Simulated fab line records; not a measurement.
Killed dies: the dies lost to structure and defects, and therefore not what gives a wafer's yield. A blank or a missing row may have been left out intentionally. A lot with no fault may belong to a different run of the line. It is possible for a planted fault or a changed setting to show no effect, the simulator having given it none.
A lot that was struck, set against a sound lot || flow sky130 || 17 steps out of a route of 708
Sound: the wafers L703.3, L703.4, L703.6. Wafers L701.2, L701.4, L701.5 were the ones struck. The cause comes at the end.
Per side, at each step with rows, come the tool, then ch with its chambers, and then its first start. Under that, the readings that differ: sound wafers || struck wafers || difference of the means || sigmas: that difference in standard deviations of wafers without a fault.
alike: same words and numbers on both sides, and readings whose means sit less than 2 such deviations apart. not compared: any withheld reading, any reading some wafer has no value for, any bound like >300 that may hide the same value, and any number with overlapping values for which the record gives no deviation.
Wherever a step has rows on one side only, a row that says differs or no value, or a row with sigmas, the two part there. Numbers that don't overlap but have no deviation are shown without sigmas and don't part them. A reading that every wafer of one side lacks parts them only if that side has two wafers or more.

first, 9 steps without rows for these wafers: SKY_CAP2M_CLEAN_17 (cleans in O3/DIW); SKY_METAL4_DEHYDRATE_05 (time 60 s); SKY_METAL4_HMDS_06 (prime time 60 s); SKY_METAL4_COAT_07 (resist thk 60 nm); SKY_METAL4_COAT_08 (resist thk 1140 nm); SKY_METAL4_SOFTBAKE_09 (time 90 s); SKY_METAL4_EXPOSE_10 (exposes mask MM4, target cd 300 nm); SKY_METAL4_PEB_11; SKY_METAL4_DEVELOP_12 (develop time 60 s).
SKY_METAL4_CD_MEAS_13 targets a cd of 300 nm.
  struck on cd_sem-01, day 45 17:08; sound on cd_sem-02, day 46 05:22
{"reading": "cd_nm (nm)", "sound": "302.4 303.1 302.8", "struck": "299.0 299.8 299.6", "difference": -3.3, "sigmas": -2}
SKY_METAL4_OVL_MEAS_14:
  struck on overlay-02, day 45 17:14; sound on overlay-02, day 46 05:28
  alike: METAL4_OVL
SKY_METAL4_DESCUM_15: chemistry O2, time 8 s.
  sound on rie_metal-04 ch 0,1, day 46 05:30; struck on rie_metal-02 ch 0,1, day 45 17:16
  alike: drypump_motor_current_A, oes_product_au
  not compared: rf_hours_counter_h
SKY_METAL4_ETCH_16: etches BARC in N2/H2, stops on SiO2, time 88.2 s, target depth 60 nm.
  sound on rie_metal-04 ch 0,1, day 46 05:34; struck on rie_metal-02 ch 0,1, day 45 17:18
  no value came back on the struck wafers for any of 5 readings (bias_w (W), chamber_pressure_mTorr (mTorr) and others); on the sound wafers bias_w (W) reads 100.4 99.4 100.2
{"reading": "model.KrF-thick_of_METAL4_COAT_08.thk_nm (nm)", "sound": "1077 1077 1074", "struck": "1127 1127 1126", "difference": "+51", "sigmas": ""}
  not compared: rf_hours_counter_h
SKY_METAL4_ETCH_17: etches SiO2 in C4F8/O2/Ar, stops on TiN, time 3.9 s, target depth 15 nm.
  sound on rie_diel-02 ch 0,2, day 46 05:37; struck on rie_diel-04 ch 0,3, day 45 17:24
{"reading": "oes_product_au (a.u.)", "sound": "0.765 0.770 0.769", "struck": "0.371 0.368 0.377", "difference": -0.396, "sigmas": -50}
  alike: bias_w, chamber_pressure_mTorr
  not compared: rf_hours_counter_h
SKY_METAL4_METAL_ETCH_18: etches the open film in Cl2/BCl3, stops on SiO2, target depth 845 nm, time 183.1 s.
  sound on rie_metal-01 ch 0,1, day 46 05:42; struck on rie_metal-01 ch 0,1, day 45 17:25
{"reading": "oes_product_au (a.u.)", "sound": "0.862 0.866 0.858", "struck": "0.379 0.376 0.374", "difference": -0.486, "sigmas": -74}
{"reading": "model.KrF-thick_of_METAL4_COAT_08.thk_nm (nm)", "sound": "523.9 520.8 527.3", "struck": "588.3 583 576.3", "difference": "+58.5", "sigmas": ""}
  alike: bcl3_flow_sccm, bias_w, drypump_motor_current_A, throttle_valve_pct
  not compared: rf_hours_counter_h
SKY_METAL4_STRIP_19: strips in O2/N2.
  sound on plasma_asher-04 ch 0,1, day 46 05:51; struck on plasma_asher-01 ch 1, day 45 17:35
{"reading": "oes_product_au (a.u.)", "sound": "0.500 0.499 0.504", "struck": "0.534 0.523 0.522", "difference": "+0.025", "sigmas": "+5"}
{"reading": "strip_time_to_endpoint_s (s)", "sound": "6.51 6.48 6.55", "struck": "7.14 7.09 7.01", "difference": "+0.57", "sigmas": "+8"}
  alike: drypump_motor_current_A
  not compared: rf_hours_counter_h
then, 1 step without rows for these wafers: SKY_METAL4_STRIP_20 (strips in post etch residue remover, time 1200 s).

## WHERE THEY PART
Earliest at SKY_METAL4_CD_MEAS_13; latest, in this record, at SKY_METAL4_STRIP_19.

WHY: whatever the simulator had introduced
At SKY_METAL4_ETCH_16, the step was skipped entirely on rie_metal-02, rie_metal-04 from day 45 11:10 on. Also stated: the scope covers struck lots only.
